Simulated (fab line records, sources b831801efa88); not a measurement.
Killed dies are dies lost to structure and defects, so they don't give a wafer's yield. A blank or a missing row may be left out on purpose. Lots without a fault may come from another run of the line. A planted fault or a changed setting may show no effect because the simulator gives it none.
A struck lot beside a sound one | flow sky130 | 15 steps out of a route of 708
Sound: wafers L584.1, L584.4, L584.5. Struck: wafers L587.2, L587.3, L587.4. The cause comes at the end.
At each step with rows: each side's tool, then ch and its chambers, then its first start. Under that, the readings that differ: sound wafers | struck wafers | difference of the means | sigmas: that difference in standard deviations of wafers without a fault.
alike: readings whose means differ by less than 2 such deviations, and words and numbers that are the same on both sides. not compared: withheld readings, readings that some wafer has no value for, bounds like >300 that may hide the same value, and numbers for which the record gives no deviation and whose values overlap.
The two part at a step that has a row with sigmas, a row that says differs or no value, or rows on one side only. Numbers that don't overlap but have no deviation are shown without sigmas and don't part them. A reading that every wafer of one side lacks parts them only if that side has two wafers or more.

first, 5 steps without rows for these wafers: SKY_VT_ADJUST_LVTN_COAT_02 (resist thk 3000 nm); SKY_VT_ADJUST_LVTN_SOFTBAKE_03; SKY_VT_ADJUST_LVTN_EXPOSE_04 (exposes mask NWM COMPLEMENT LESS NATIVE, target cd 840 nm); SKY_VT_ADJUST_LVTN_PEB_05; SKY_VT_ADJUST_LVTN_DEVELOP_06 (develop time 60 s).
SKY_VT_ADJUST_LVTN_OVL_MEAS_07:
  sound on overlay-02, day 8 14:04; struck on overlay-01, day 9 08:08
  alike: VT_ADJUST_LVTN_OVL
then, 1 step without rows for these wafers: SKY_VT_ADJUST_LVTN_IMPLANT_08.
SKY_VT_ADJUST_LVTN_STRIP_09: strips in O2/N2.
  sound on plasma_asher-01 ch 0,1, day 8 14:15; struck on plasma_asher-02 ch 0,1, day 9 08:19
  alike: drypump_motor_current_A, oes_product_au, strip_time_to_endpoint_s
  not compared: rf_hours_counter_h
SKY_VT_ADJUST_LVTN_TW_MEAS_10:
  sound on film_metro-01, day 8 14:21; struck on film_metro-02, day 9 08:26
  alike: VT_ADJUST_LVTN_TW
then, 3 steps without rows for these wafers: SKY_VT_ADJUST_LVTN_DEHYDRATE_11 (time 60 s); SKY_VT_ADJUST_LVTN_HMDS_12 (prime time 60 s); SKY_VT_ADJUST_LVTN_COAT_13 (resist thk 1140 nm).
SKY_VT_ADJUST_LVTN_SOFTBAKE_14: time 60 s.
  sound on litho_track-01 ch 0, day 9 01:10; struck on litho_track-01 ch 0, day 9 19:26
  reading                  | sound             | struck            | difference | sigmas
  heater_power_total_W (W) | 56.57 56.65 56.55 | 55.98 56.03 56.02 | -0.58      | -13
  plate_temp_C (C)         | 90.13 90.16 89.99 | 89.38 89.40 89.31 | -0.73      | -7
then, 1 step without rows for these wafers: SKY_VT_ADJUST_LVTN_EXPOSE_15 (exposes mask HVN STD DERIVED, target cd 600 nm).
SKY_PAD_OPEN_PROBE_99:
  the record has rows for the sound wafers here (prober-02, day 47 16:16) and none for the struck ones

WHERE THEY PART
First at SKY_VT_ADJUST_LVTN_SOFTBAKE_14; last, within this record, at SKY_PAD_OPEN_PROBE_99.

WHY: what the simulator had put in
Process parameter drift: litho_track-01, from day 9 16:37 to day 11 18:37, at SKY_VT_ADJUST_LVTN_SOFTBAKE_14. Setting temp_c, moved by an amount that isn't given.
